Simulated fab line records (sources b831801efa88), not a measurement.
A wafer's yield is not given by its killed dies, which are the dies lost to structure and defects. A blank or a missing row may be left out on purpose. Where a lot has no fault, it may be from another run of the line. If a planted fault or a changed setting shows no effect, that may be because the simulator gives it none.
Which tool is to blame?	flow sky130	42 wafers from 14 lots sampled at 2 of the route's 708 steps

WHAT EACH GAUGE READ, for each wafer
SKY_VT_ADJUST_LVTN_TW_MEAS_10.
lot	measured	on	VT_ADJUST_LVTN_TW
L885	day 7 20:20	film-metro-01	240.8 241.1 241.5
L886	day 8 01:44	film-metro-01	241.2 242.0 242.4
L887	day 8 08:10	film-metro-04	246.1 243.7 244.7
L888	day 8 13:02	film-metro-03	240.6 241.0 242.4
L889	day 9 01:56	film-metro-01	241.6 239.9 239.8
L890	day 9 04:44	film-metro-01	242.4 241.9 242.6
L891	day 9 13:38	film-metro-04	243.3 243.2 244.0
L892	day 9 19:17	film-metro-03	243.1 244.9 243.0
L893	day 9 21:38	film-metro-01	285.6 283.1 285.1
L894	day 10 02:59	film-metro-03	282.5 284.5 283.0
L895	day 10 08:56	film-metro-03	240.5 241.3 240.9
L902	day 12 06:52	film-metro-03	241.2 238.7 241.0
L903	day 12 13:11	film-metro-03	242.6 241.7 241.6
L905	day 13 05:46	film-metro-04	245.4 245.2 244.0

TOOL THAT RAN EACH LOT (tool first, then ch and the chambers of the sampled wafers, then the start)
lot	SKY_VT_ADJUST_LVTN_IMPLANT_08
L885	implanter-04 ch 0, day 7 20:06
L886	implanter-02 ch 0, day 8 01:31
L887	implanter-02 ch 0, day 8 07:55
L888	implanter-04 ch 0, day 8 12:49
L889	implanter-04 ch 0, day 9 01:43
L890	implanter-02 ch 0, day 9 04:30
L891	implanter-04 ch 0, day 9 13:25
L892	implanter-01 ch 0, day 9 19:04
L893	implanter-04 ch 0, day 9 21:25
L894	implanter-04 ch 0, day 10 02:47
L895	implanter-02 ch 0, day 10 08:43
L902	implanter-01 ch 0, day 12 06:37
L903	implanter-02 ch 0, day 12 12:58
L905	implanter-04 ch 0, day 13 05:31
- SKY_VT_ADJUST_LVTN_IMPLANT_08

AS READ BY THE TOOLS THEMSELVES (means over the sampled wafers that have a number; for cases with no such wafer, the mark the record gives instead)
SKY_VT_ADJUST_LVTN_IMPLANT_08.
lot	tool	dose-ions-cm2	faraday-current-uA
L885	implanter-04	1.57e+12	8.85
L886	implanter-02	1.57e+12	8.90
L887	implanter-02	1.57e+12	8.88
L888	implanter-04	1.57e+12	8.80
L889	implanter-04	1.57e+12	8.95
L890	implanter-02	1.57e+12	8.94
L891	implanter-04	1.57e+12	8.93
L892	implanter-01	1.57e+12	8.93
L893	implanter-04	2.74e+12	15.47
L894	implanter-04	2.74e+12	15.49
L895	implanter-02	1.57e+12	8.83
L902	implanter-01	1.57e+12	8.90
L903	implanter-02	1.57e+12	8.76
L905	implanter-04	1.57e+12	8.90

THE ANSWER, worked out from the rows above alone
Rule: the usual values come from the lots themselves. Put in order of their means at a reading, lots are off if they are a third of the lots or fewer, leave a main group of 4 or more, and stand apart from it by a gap of 3 or more times the standard deviation of the main group's means; of several such gaps the widest counts. If all means in a main group match to the digits the tables above print for the reading, that group is not used. Also off: a lot with no number at a reading for which 4 or more lots have one. All remaining lots with rows at the step are treated as sound. The gauges are gone through in route order, then the tools' own readings, and for those a lot's mean is taken as printed above. The first step at which some lot is off is used, and at that step the reading that is off furthest; a lot without a number counts as furthest.
Off: at SKY_VT_ADJUST_LVTN_TW_MEAS_10 (VT_ADJUST_LVTN_TW), L893, L894. The main group: mean 242.3, standard deviation 1.5.
If a tool, at a process step before that reading, ran all the lots that are off and no sound lot after the first of them, it fits. Not tried: the gauges at SKY_VT_ADJUST_LVTN_TW_MEAS_10; whatever is off there is also off at SKY_VT_ADJUST_LVTN_IMPLANT_08, on other tools, and gauge error can't account for it. Not one of the candidates tried fits.

WHAT THE SIMULATOR HAD PUT IN
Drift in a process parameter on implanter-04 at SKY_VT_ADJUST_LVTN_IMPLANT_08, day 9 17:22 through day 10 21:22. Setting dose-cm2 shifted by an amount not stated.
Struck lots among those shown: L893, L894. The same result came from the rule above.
